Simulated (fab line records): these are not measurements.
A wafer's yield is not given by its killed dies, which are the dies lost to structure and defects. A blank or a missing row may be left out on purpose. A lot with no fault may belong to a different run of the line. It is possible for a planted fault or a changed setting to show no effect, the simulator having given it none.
Which tool is to blame? / flow sky130 / 24 lots with 72 wafers sampled at 4 steps, on a route of 708 steps

## WHAT THE GAUGES READ, wafer by wafer
SKY_VIA3_OVL_MEAS_13. Usual: VIA3_OVL typically reads 4 nm, with standard deviation 5.5.
lot=L074; measured=day 39 14:38; on=overlay-01; VIA3_OVL (nm)=9 10 16; flag=
lot=L075; measured=day 39 19:31; on=overlay-02; VIA3_OVL (nm)=1 11 -4; flag=
lot=L076; measured=day 40 00:28; on=overlay-02; VIA3_OVL (nm)=5 5 9; flag=
lot=L077; measured=day 40 09:55; on=overlay-02; VIA3_OVL (nm)=4 1 9; flag=
lot=L078; measured=day 40 22:22; on=overlay-01; VIA3_OVL (nm)=3 5 -3; flag=
lot=L079; measured=day 41 02:02; on=overlay-01; VIA3_OVL (nm)=-2 -1 -1; flag=
lot=L080; measured=day 41 15:55; on=overlay-02; VIA3_OVL (nm)=0 4 12; flag=
lot=L081; measured=day 41 17:26; on=overlay-01; VIA3_OVL (nm)=4 12 0; flag=
lot=L082; measured=day 41 23:14; on=overlay-02; VIA3_OVL (nm)=-6 2 -5; flag=
lot=L083; measured=day 42 12:22; on=overlay-01; VIA3_OVL (nm)=5 3 5; flag=
lot=L084; measured=day 42 18:38; on=overlay-01; VIA3_OVL (nm)=-5 2 6; flag=
lot=L085; measured=day 42 21:28; on=overlay-01; VIA3_OVL (nm)=4 5 3; flag=
lot=L086; measured=day 43 07:31; on=overlay-01; VIA3_OVL (nm)=9 0 1; flag=
lot=L087; measured=day 43 13:25; on=overlay-01; VIA3_OVL (nm)=-5 7 6; flag=
lot=L088; measured=day 43 18:16; on=overlay-01; VIA3_OVL (nm)=2 -6 0; flag=
lot=L089; measured=day 44 04:05; on=overlay-02; VIA3_OVL (nm)=0 4 -1; flag=
lot=L090; measured=day 44 09:55; on=overlay-01; VIA3_OVL (nm)=2 14 6; flag=
lot=L092; measured=day 44 20:00; on=overlay-02; VIA3_OVL (nm)=5 -2 -1; flag=
lot=L091; measured=day 44 22:29; on=overlay-02; VIA3_OVL (nm)=13 5 3; flag=
lot=L093; measured=day 45 02:42; on=overlay-02; VIA3_OVL (nm)=4 13 12; flag=
lot=L094; measured=day 45 06:53; on=overlay-02; VIA3_OVL (nm)=-7 -7 -5; flag=
lot=L095; measured=day 45 14:43; on=overlay-02; VIA3_OVL (nm)=11 11 14; flag=
lot=L096; measured=day 45 18:17; on=overlay-02; VIA3_OVL (nm)=1 6 5; flag=
lot=L097; measured=day 45 23:53; on=overlay-02; VIA3_OVL (nm)=2 4 2; flag=

SKY_METAL4_OVL_MEAS_14. Usual: METAL4_OVL typically reads 0 nm, with standard deviation 5.5.
lot=L074; measured=day 41 18:19; on=overlay-01; METAL4_OVL (nm)=3 4 4; flag=
lot=L075; measured=day 41 21:31; on=overlay-02; METAL4_OVL (nm)=1 6 5; flag=
lot=L076; measured=day 42 03:31; on=overlay-02; METAL4_OVL (nm)=2 -3 -1; flag=
lot=L077; measured=day 42 12:43; on=overlay-02; METAL4_OVL (nm)=-1 -1 1; flag=
lot=L078; measured=day 43 00:37; on=overlay-01; METAL4_OVL (nm)=-1 3 6; flag=
lot=L079; measured=day 43 04:10; on=overlay-01; METAL4_OVL (nm)=4 2 3; flag=
lot=L080; measured=day 43 17:13; on=overlay-02; METAL4_OVL (nm)=-13 -5 -8; flag=
lot=L081; measured=day 43 18:28; on=overlay-01; METAL4_OVL (nm)=2 1 1; flag=
lot=L082; measured=day 43 23:10; on=overlay-01; METAL4_OVL (nm)=4 2 -1; flag=
lot=L083; measured=day 44 12:28; on=overlay-02; METAL4_OVL (nm)=15 2 3; flag=
lot=L084; measured=day 44 18:19; on=overlay-01; METAL4_OVL (nm)=5 3 -3; flag=
lot=L085; measured=day 44 21:04; on=overlay-02; METAL4_OVL (nm)=-1 4 0; flag=
lot=L086; measured=day 45 05:34; on=overlay-02; METAL4_OVL (nm)=-2 -2 -6; flag=
lot=L087; measured=day 45 11:43; on=overlay-02; METAL4_OVL (nm)=-12 -12 -13; flag=
lot=L088; measured=day 45 16:10; on=overlay-01; METAL4_OVL (nm)=-6 -7 -4; flag=
lot=L089; measured=day 46 01:23; on=overlay-01; METAL4_OVL (nm)=5 9 3; flag=
lot=L090; measured=day 46 06:10; on=overlay-01; METAL4_OVL (nm)=2 10 0; flag=
lot=L092; measured=day 46 15:55; on=overlay-01; METAL4_OVL (nm)=-4 -1 -3; flag=
lot=L091; measured=day 46 18:20; on=overlay-02; METAL4_OVL (nm)=-10 -9 -5; flag=
lot=L093; measured=day 46 23:37; on=overlay-02; METAL4_OVL (nm)=5 1 2; flag=
lot=L094; measured=day 47 01:22; on=overlay-02; METAL4_OVL (nm)=0 -3 2; flag=
lot=L095; measured=day 47 09:55; on=overlay-01; METAL4_OVL (nm)=9 -6 4; flag=
lot=L096; measured=day 47 13:29; on=overlay-01; METAL4_OVL (nm)=0 -2 -3; flag=
lot=L097; measured=day 47 17:55; on=overlay-02; METAL4_OVL (nm)=4 8 5; flag=

## WHICH TOOL RAN EACH LOT (tool, then ch and the chambers of the sampled wafers, then the start)
lot=L074; SKY_VIA1_STRIP_16=plasma_asher-04 ch 0,1, day 33 22:37; SKY_CAPM_CVD_00=pecvd-04 ch 0,1,2, day 36 08:45
lot=L075; SKY_VIA1_STRIP_16=plasma_asher-02 ch 0,1, day 34 06:07; SKY_CAPM_CVD_00=pecvd-04 ch 0,1,2, day 36 14:48
lot=L076; SKY_VIA1_STRIP_16=plasma_asher-03 ch 0,1, day 34 10:02; SKY_CAPM_CVD_00=pecvd-03 ch 0,1,2, day 36 18:07
lot=L077; SKY_VIA1_STRIP_16=plasma_asher-04 ch 1, day 34 19:32; SKY_CAPM_CVD_00=pecvd-03 ch 0,1,2, day 37 04:41
lot=L078; SKY_VIA1_STRIP_16=plasma_asher-02 ch 0,1, day 35 09:53; SKY_CAPM_CVD_00=pecvd-03 ch 0,2, day 37 18:18
lot=L079; SKY_VIA1_STRIP_16=plasma_asher-04 ch 0,1, day 35 12:53; SKY_CAPM_CVD_00=pecvd-04 ch 1,2, day 37 21:33
lot=L080; SKY_VIA1_STRIP_16=plasma_asher-03 ch 0, day 36 03:47; SKY_CAPM_CVD_00=pecvd-04 ch 1,2, day 38 12:35
lot=L081; SKY_VIA1_STRIP_16=plasma_asher-04 ch 1, day 36 06:58; SKY_CAPM_CVD_00=pecvd-02 ch 0,1, day 38 14:07
lot=L082; SKY_VIA1_STRIP_16=plasma_asher-03 ch 0,1, day 36 11:44; SKY_CAPM_CVD_00=pecvd-03 ch 0,2, day 38 20:07
lot=L083; SKY_VIA1_STRIP_16=plasma_asher-02 ch 0,1, day 37 02:33; SKY_CAPM_CVD_00=pecvd-03 ch 0,1, day 39 10:14
lot=L084; SKY_VIA1_STRIP_16=plasma_asher-04 ch 0,1, day 37 11:20; SKY_CAPM_CVD_00=pecvd-03 ch 1,2, day 39 16:52
lot=L085; SKY_VIA1_STRIP_16=plasma_asher-04 ch 0,1, day 37 13:44; SKY_CAPM_CVD_00=pecvd-03 ch 0,1, day 39 19:56
lot=L086; SKY_VIA1_STRIP_16=plasma_asher-03 ch 0,1, day 37 23:14; SKY_CAPM_CVD_00=pecvd-02 ch 1,2, day 40 07:07
lot=L087; SKY_VIA1_STRIP_16=plasma_asher-03 ch 0,1, day 38 06:46; SKY_CAPM_CVD_00=pecvd-03 ch 0,2, day 40 12:14
lot=L088; SKY_VIA1_STRIP_16=plasma_asher-03 ch 0,1, day 38 10:08; SKY_CAPM_CVD_00=pecvd-03 ch 0,1, day 40 15:56
lot=L089; SKY_VIA1_STRIP_16=plasma_asher-04 ch 0,1, day 38 21:31; SKY_CAPM_CVD_00=pecvd-03 ch 0,1,2, day 41 02:19
lot=L090; SKY_VIA1_STRIP_16=plasma_asher-03 ch 0,1, day 39 06:14; SKY_CAPM_CVD_00=pecvd-04 ch 0,1,2, day 41 10:26
lot=L092; SKY_VIA1_STRIP_16=plasma_asher-04 ch 0,1, day 39 16:34; SKY_CAPM_CVD_00=pecvd-04 ch 0,2, day 41 20:55
lot=L091; SKY_VIA1_STRIP_16=plasma_asher-02 ch 0,1, day 39 20:10; SKY_CAPM_CVD_00=pecvd-03 ch 0,1,2, day 42 00:41
lot=L093; SKY_VIA1_STRIP_16=plasma_asher-04 ch 0,1, day 40 00:17; SKY_CAPM_CVD_00=pecvd-02 ch 1,2, day 42 05:00
lot=L094; SKY_VIA1_STRIP_16=plasma_asher-02 ch 0,1, day 40 04:58; SKY_CAPM_CVD_00=pecvd-04 ch 0,2, day 42 08:32
lot=L095; SKY_VIA1_STRIP_16=plasma_asher-04 ch 0,1, day 40 11:56; SKY_CAPM_CVD_00=pecvd-02 ch 0,2, day 42 16:09
lot=L096; SKY_VIA1_STRIP_16=plasma_asher-04 ch 0,1, day 40 17:21; SKY_CAPM_CVD_00=pecvd-04 ch 0,1,2, day 42 21:21
lot=L097; SKY_VIA1_STRIP_16=plasma_asher-03 ch 0,1, day 40 23:23; SKY_CAPM_CVD_00=pecvd-03 ch 0,1, day 43 03:46
- SKY_VIA1_STRIP_16: strips in O2/N2.
- SKY_CAPM_CVD_00: deposits SiO2, target thk 15.5 nm.

## AS READ BY THE TOOLS THEMSELVES (means over the sampled wafers that have a number; for cases with no such wafer, the mark the record gives instead)
SKY_VIA1_STRIP_16. Usual: drypump_motor_current_A 5.6 A, standard deviation 0.5; oes_product_au 0.416 a.u., standard deviation 0.0048; strip_time_to_endpoint_s 4.456 s, standard deviation 0.017.
lot=L074; tool=plasma_asher-04; drypump_motor_current_A (A)=5.1; oes_product_au (a.u.)=0.415; strip_time_to_endpoint_s (s)=4.445; flag=
lot=L075; tool=plasma_asher-02; drypump_motor_current_A (A)=5.6; oes_product_au (a.u.)=0.417; strip_time_to_endpoint_s (s)=4.456; flag=
lot=L076; tool=plasma_asher-03; drypump_motor_current_A (A)=6.3; oes_product_au (a.u.)=0.414; strip_time_to_endpoint_s (s)=4.444; flag=
lot=L077; tool=plasma_asher-04; drypump_motor_current_A (A)=5.4; oes_product_au (a.u.)=0.415; strip_time_to_endpoint_s (s)=4.441; flag=
lot=L078; tool=plasma_asher-02; drypump_motor_current_A (A)=5.5; oes_product_au (a.u.)=0.414; strip_time_to_endpoint_s (s)=4.478; flag=
lot=L079; tool=plasma_asher-04; drypump_motor_current_A (A)=5.3; oes_product_au (a.u.)=0.418; strip_time_to_endpoint_s (s)=4.457; flag=
lot=L080; tool=plasma_asher-03; drypump_motor_current_A (A)=6.1; oes_product_au (a.u.)=0.416; strip_time_to_endpoint_s (s)=4.449; flag=
lot=L081; tool=plasma_asher-04; drypump_motor_current_A (A)=5.4; oes_product_au (a.u.)=0.413; strip_time_to_endpoint_s (s)=4.450; flag=
lot=L082; tool=plasma_asher-03; drypump_motor_current_A (A)=6.2; oes_product_au (a.u.)=0.415; strip_time_to_endpoint_s (s)=4.441; flag=
lot=L083; tool=plasma_asher-02; drypump_motor_current_A (A)=5.6; oes_product_au (a.u.)=0.415; strip_time_to_endpoint_s (s)=4.485; flag=
lot=L084; tool=plasma_asher-04; drypump_motor_current_A (A)=5.3; oes_product_au (a.u.)=0.419; strip_time_to_endpoint_s (s)=4.455; flag=
lot=L085; tool=plasma_asher-04; drypump_motor_current_A (A)=5.1; oes_product_au (a.u.)=0.418; strip_time_to_endpoint_s (s)=4.462; flag=
lot=L086; tool=plasma_asher-03; drypump_motor_current_A (A)=6.3; oes_product_au (a.u.)=0.411; strip_time_to_endpoint_s (s)=4.451; flag=
lot=L087; tool=plasma_asher-03; drypump_motor_current_A (A)=6.4; oes_product_au (a.u.)=0.415; strip_time_to_endpoint_s (s)=4.459; flag=
lot=L088; tool=plasma_asher-03; drypump_motor_current_A (A)=6.2; oes_product_au (a.u.)=0.414; strip_time_to_endpoint_s (s)=4.475; flag=
lot=L089; tool=plasma_asher-04; drypump_motor_current_A (A)=5.3; oes_product_au (a.u.)=0.416; strip_time_to_endpoint_s (s)=4.450; flag=
lot=L090; tool=plasma_asher-03; drypump_motor_current_A (A)=6.3; oes_product_au (a.u.)=0.416; strip_time_to_endpoint_s (s)=4.438; flag=
lot=L092; tool=plasma_asher-04; drypump_motor_current_A (A)=5.3; oes_product_au (a.u.)=0.418; strip_time_to_endpoint_s (s)=4.454; flag=
lot=L091; tool=plasma_asher-02; drypump_motor_current_A (A)=5.5; oes_product_au (a.u.)=0.410; strip_time_to_endpoint_s (s)=4.473; flag=
lot=L093; tool=plasma_asher-04; drypump_motor_current_A (A)=5.2; oes_product_au (a.u.)=0.417; strip_time_to_endpoint_s (s)=4.472; flag=
lot=L094; tool=plasma_asher-02; drypump_motor_current_A (A)=5.6; oes_product_au (a.u.)=0.414; strip_time_to_endpoint_s (s)=4.459; flag=
lot=L095; tool=plasma_asher-04; drypump_motor_current_A (A)=5.3; oes_product_au (a.u.)=0.422; strip_time_to_endpoint_s (s)=4.443; flag=
lot=L096; tool=plasma_asher-04; drypump_motor_current_A (A)=5.3; oes_product_au (a.u.)=0.416; strip_time_to_endpoint_s (s)=4.474; flag=
lot=L097; tool=plasma_asher-03; drypump_motor_current_A (A)=6.2; oes_product_au (a.u.)=0.410; strip_time_to_endpoint_s (s)=4.462; flag=

SKY_CAPM_CVD_00. Usual: heater_power_w 676 W, standard deviation 80; rf_fwd_power_W 441.1 W, standard deviation 2.3.
lot=L074; tool=pecvd-04; heater_power_w (W)=692; rf_fwd_power_W (W)=441.5; flag=
lot=L075; tool=pecvd-04; heater_power_w (W)=679; rf_fwd_power_W (W)=441.1; flag=
lot=L076; tool=pecvd-03; heater_power_w (W)=654; rf_fwd_power_W (W)=441.2; flag=
lot=L077; tool=pecvd-03; heater_power_w (W)=682; rf_fwd_power_W (W)=440.3; flag=
lot=L078; tool=pecvd-03; heater_power_w (W)=612; rf_fwd_power_W (W)=439.9; flag=
lot=L079; tool=pecvd-04; heater_power_w (W)=691; rf_fwd_power_W (W)=441.9; flag=
lot=L080; tool=pecvd-04; heater_power_w (W)=732; rf_fwd_power_W (W)=441.6; flag=
lot=L081; tool=pecvd-02; heater_power_w (W)=738; rf_fwd_power_W (W)=443.2; flag=
lot=L082; tool=pecvd-03; heater_power_w (W)=616; rf_fwd_power_W (W)=439.8; flag=
lot=L083; tool=pecvd-03; heater_power_w (W)=633; rf_fwd_power_W (W)=442.7; flag=
lot=L084; tool=pecvd-03; heater_power_w (W)=745; rf_fwd_power_W (W)=441.1; flag=
lot=L085; tool=pecvd-03; heater_power_w (W)=665; rf_fwd_power_W (W)=441.1; flag=
lot=L086; tool=pecvd-02; heater_power_w (W)=759; rf_fwd_power_W (W)=440.8; flag=
lot=L087; tool=pecvd-03; heater_power_w (W)=644; rf_fwd_power_W (W)=439.1; flag=
lot=L088; tool=pecvd-03; heater_power_w (W)=693; rf_fwd_power_W (W)=442.3; flag=
lot=L089; tool=pecvd-03; heater_power_w (W)=631; rf_fwd_power_W (W)=441.1; flag=
lot=L090; tool=pecvd-04; heater_power_w (W)=657; rf_fwd_power_W (W)=441.8; flag=
lot=L092; tool=pecvd-04; heater_power_w (W)=649; rf_fwd_power_W (W)=440.5; flag=
lot=L091; tool=pecvd-03; heater_power_w (W)=656; rf_fwd_power_W (W)=439.3; flag=
lot=L093; tool=pecvd-02; heater_power_w (W)=744; rf_fwd_power_W (W)=440.4; flag=
lot=L094; tool=pecvd-04; heater_power_w (W)=638; rf_fwd_power_W (W)=441.5; flag=
lot=L095; tool=pecvd-02; heater_power_w (W)=768; rf_fwd_power_W (W)=445.0; flag=
lot=L096; tool=pecvd-04; heater_power_w (W)=654; rf_fwd_power_W (W)=441.0; flag=
lot=L097; tool=pecvd-03; heater_power_w (W)=609; rf_fwd_power_W (W)=441.1; flag=

## THE ANSWER, worked out from the rows above alone
Rule: take the mean of a lot's wafers that have a number; if it is more than 3 standard deviations from the usual mean, the lot is off. Also off: a lot with no number at a reading for which 4 or more lots have one. All remaining lots with rows at the step are treated as sound. First the gauges in route order, then the tools' own readings, where a lot's mean is used as printed above. The first step at which some lot is off is used, and at that step the reading that is off furthest; a lot without a number counts as furthest.
No lot is off at any reading shown: from this, nothing can be told.

## WHAT HAD BEEN PUT IN BY THE SIMULATOR
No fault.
